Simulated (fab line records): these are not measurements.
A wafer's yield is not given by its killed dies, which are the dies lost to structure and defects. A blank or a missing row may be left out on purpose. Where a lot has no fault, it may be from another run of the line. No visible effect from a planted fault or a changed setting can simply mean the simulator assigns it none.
The same fault as seen by 2 desks / flow sky130 / each desk has only its own numbers; what lay behind them comes last

## FOR THE TOOL OWNER'S DESK: lithoTrack-04
At SKY_POLY_CUT_SOFTBAKE_04 (time 90 s), the tool's own readings, given per lot that ran on this tool as the mean of the sampled wafers with a number. The brackets show how far a lot's mean lies from the usual mean; more than 4 standard deviations puts the lot out of limits, marked OUT.
Columns: A = runLengthS at SKY_POLY_CUT_SOFTBAKE_04, usual 119.20 s
lot=L807; first seen here=day 25 13:00; A=119.49
lot=L803; first seen here=day 25 18:00; A=119.38
lot=L812; first seen here=day 27 11:00; A=128.11 (+32) OUT
lot=L813; first seen here=day 27 18:00; A=128.10 (+32) OUT
Finding of this desk: L812, L813 out of limits; the first was L812 at day 27 11:00, on runLengthS at SKY_POLY_CUT_SOFTBAKE_04. Within limits: L807, L803.

## METROLOGY DESK
Lot by lot, what the gauges showed, no matter which tool ran the lot: averages of those sampled wafers that carry a number. The brackets show how far a lot's mean lies from the usual mean; more than 4 standard deviations puts the lot out of limits, marked OUT.
Columns: A = cdNm at SKY_VT_ADJUST_NCORE_CD_MEAS_07, usual 379.3 nm
lot=L804; first seen here=day 9 20:56; A=384.2
lot=L807; first seen here=day 9 21:50; A=378.3
lot=L803; first seen here=day 9 22:57; A=382.8
lot=L805; first seen here=day 9 23:51; A=371.9
lot=L812; first seen here=day 11 13:23; A=376.5
lot=L813; first seen here=day 11 15:32; A=378.8
lot=L815; first seen here=day 12 04:29; A=377.1
lot=L817; first seen here=day 12 22:22; A=379.0
lot=L818; first seen here=day 13 04:35; A=379.9
lot=L821; first seen here=day 14 07:02; A=377.9
lot=L822; first seen here=day 14 13:54; A=376.5
lot=L823; first seen here=day 14 22:01; A=382.4
lot=L825; first seen here=day 15 10:36; A=379.5
lot=L826; first seen here=day 15 16:07; A=381.9
This desk's finding: nothing out of limits on any of the 14 lots.

## PUT TOGETHER
An alarm could have come from the tool owner's desk at day 27 11:00, on L812, L813.
At the metrology desk, nothing out of limits was observed.
The metrology desk holds a record of L812, L813, inside its limits.
Every lot named ran SKY_POLY_CUT_SOFTBAKE_04 on lithoTrack-04.

## WHAT THE SIMULATOR HAD PUT IN
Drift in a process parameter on lithoTrack-04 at SKY_POLY_CUT_SOFTBAKE_04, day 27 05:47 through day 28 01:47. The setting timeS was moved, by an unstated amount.
Shown lots that were struck: L812, L813.
Delay in hours, fault start to first out-of-limits reading, by desk: the tool owner's desk at 5.
